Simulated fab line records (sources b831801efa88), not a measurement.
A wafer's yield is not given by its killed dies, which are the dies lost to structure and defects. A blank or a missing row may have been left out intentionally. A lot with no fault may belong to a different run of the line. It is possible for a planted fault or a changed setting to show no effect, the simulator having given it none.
Problem report in the 8D (eight disciplines) form, filled by code -- flow gf180mcu -- the parts of the form that need people (team, actions taken, sign-off) are left out

1. THE PROBLEM
Mean of heaterPowerTotalW at GF_V1_SOFTBAKE_10: 97.19 W across 6 wafers in 2 lots; on wafers with no fault it is 93.05 W (standard deviation 0.059). That is +70 standard deviations from the usual mean.
The step: time 60 s.
First seen on wafer L480.1, day 24 17:00, on lithoTrack-02. Wafers with a number at this step in the record: 39, from 13 lots. Rule for "out" (also "out of limits"): further than 4 standard deviations from the usual mean. The rest of the wafers with a number are treated as sound.

2. WHAT IT IS; WHAT IT IS NOT
question,is,is not
which readings at this step,"heaterPowerTotalW, runLengthS",resistLineTempC
which lots,"L480, L482","L461, L464, L465, L466, L467, L470, L471, L472, L473, L474, L484"
which wafers of those lots,all that have a number,-
read on which tools,lithoTrack-02,"lithoTrack-03, lithoTrack-04"
when,from day 24 17:00,up to then (30 sound wafers); but 3 sound wafers of L484 came after

3. SUSPECTS, AND WHAT RULES EACH OUT
Counting: a tool at any process step up to the reading remains a suspect when it ran all the lots that are out and ran no sound lot after the first of those.
- lithoTrack-02 at GF_V1_SOFTBAKE_10 (time 60 s): kept. It ran every lot that is out, first L480 (day 24 17:00), and no sound lot after that; its last sound lot up to then is L474 (day 22 10:00). On those wafers its own readings are out: heaterPowerTotalW, runLengthS.
The count leaves lithoTrack-02 at GF_V1_SOFTBAKE_10.

4. THE CAUSE (what the simulator had put in)
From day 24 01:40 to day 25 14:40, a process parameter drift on lithoTrack-02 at GF_V1_SOFTBAKE_10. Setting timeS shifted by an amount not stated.
This tool alone remained once counting was done.

5. THE EFFECT CHAIN, in route order
Each row: a reading where the mean over the struck wafers with a number is more than 3 standard deviations away from the usual. Only readings for which the record gives a usual standard deviation are gone through. hours: the time from each lot's start at the first step in this table that gives one to its start at this step, as a median over the lots. sigmas: the change in usual standard deviations.
hours,step,reading,usual,on struck wafers,change,sigmas
0,GF_V1_SOFTBAKE_10,heaterPowerTotalW,93.05 W,97.19,+4.14,+70
0,GF_V1_SOFTBAKE_10,runLengthS,88.86 s,81.01,-7.85,-31
Here are the process steps it includes:
- GF_V1_SOFTBAKE_10: time 60 s.
At these later measuring or inspecting steps, every struck wafer for which the step has a row has a number for every such reading, and none has moved that far: GF_M3_CD_MEAS_14.

6. WHAT WOULD HAVE CAUGHT IT SOONER
15 hours passed between the start of the fault at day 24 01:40 and the first reading out of limits in this record, taken at day 24 17:00.
